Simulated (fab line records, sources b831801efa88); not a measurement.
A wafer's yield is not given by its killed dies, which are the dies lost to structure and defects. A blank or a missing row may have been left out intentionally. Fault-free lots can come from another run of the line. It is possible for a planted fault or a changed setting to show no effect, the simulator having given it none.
The same fault as seen by 2 desks / flow sky130 / only its own numbers are on each desk; what lay behind them is given at the end

## TOOL OWNER'S DESK, rieDiel-01
The tool's own readings at SKY_VIA3_ETCH_14 (etches BARC in N2/H2, stops on SiO2, time 45.9 s, target depth 60 nm): means of the sampled wafers that have a number, for each lot that ran on this tool. Marked OUT: a lot whose mean sits more than 4 standard deviations from the usual mean, which makes it out of limits; the brackets give that distance.
Columns: A = drypumpMotorCurrentA at SKY_VIA3_ETCH_14, usual 5.7 A; B = oesProductAu at SKY_VIA3_ETCH_14, usual 0.855 a.u.; C = runLengthS at SKY_VIA3_ETCH_14, usual 74.1 s; D = throttleValvePct at SKY_VIA3_ETCH_14, usual 13.224 %
lot=L185; first seen here=day 40 03:11; A=5.2; B=0.853; C=74.4; D=13.222
lot=L198; first seen here=day 44 14:01; A=5.7; B=0.856; C=74.6; D=13.229
lot=L202; first seen here=day 45 14:10; A=5.5; B=1.003 (+33) OUT; C=60.3 (-34) OUT; D=13.234
lot=L203; first seen here=day 46 05:22; A=5.4; B=1.002 (+33) OUT; C=60.8 (-33) OUT; D=13.240
This desk finds L202, L203 out of limits, L202 being first, at day 45 14:10 (oesProductAu at SKY_VIA3_ETCH_14). In limits: L185, L198.

## THE METROLOGY DESK
What the gauges read, lot by lot, whatever tool the lot ran on: means of the sampled wafers that have a number. Marked OUT: a lot whose mean sits more than 4 standard deviations from the usual mean, which makes it out of limits; the brackets give that distance.
Columns: A = VIA3_OVL at SKY_VIA3_OVL_MEAS_13, usual 2 nm
lot=L182; first seen here=day 38 20:23; A=14
lot=L184; first seen here=day 39 16:23; A=6
lot=L185; first seen here=day 40 03:10; A=3
lot=L186; first seen here=day 40 17:55; A=3
lot=L188; first seen here=day 41 11:50; A=8
lot=L189; first seen here=day 41 18:55; A=8
lot=L190; first seen here=day 42 02:41; A=10
lot=L191; first seen here=day 42 12:47; A=3
lot=L193; first seen here=day 42 13:08; A=1
lot=L198; first seen here=day 44 14:00; A=1
lot=L202; first seen here=day 45 14:09; A=7
lot=L204; first seen here=day 46 04:11; A=5
lot=L203; first seen here=day 46 05:20; A=-5
lot=L205; first seen here=day 46 09:25; A=8
Finding of this desk: none of the 14 lots has anything out of limits.

## PUT TOGETHER
At day 45 14:10, on L202, L203, the tool owner's desk was in a position to raise an alarm.
At the metrology desk, nothing out of limits was observed.
The metrology desk has L202, L203 on record, within its limits.
Of the lots named, all ran SKY_VIA3_ETCH_14 on rieDiel-01.

## WHAT THE SIMULATOR PUT IN
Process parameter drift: rieDiel-01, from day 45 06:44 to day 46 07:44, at SKY_VIA3_ETCH_14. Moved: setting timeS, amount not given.
Shown lots that were struck: L202, L203.
Delay in hours, fault start to first out-of-limits reading, by desk: the tool owner's desk at 7.
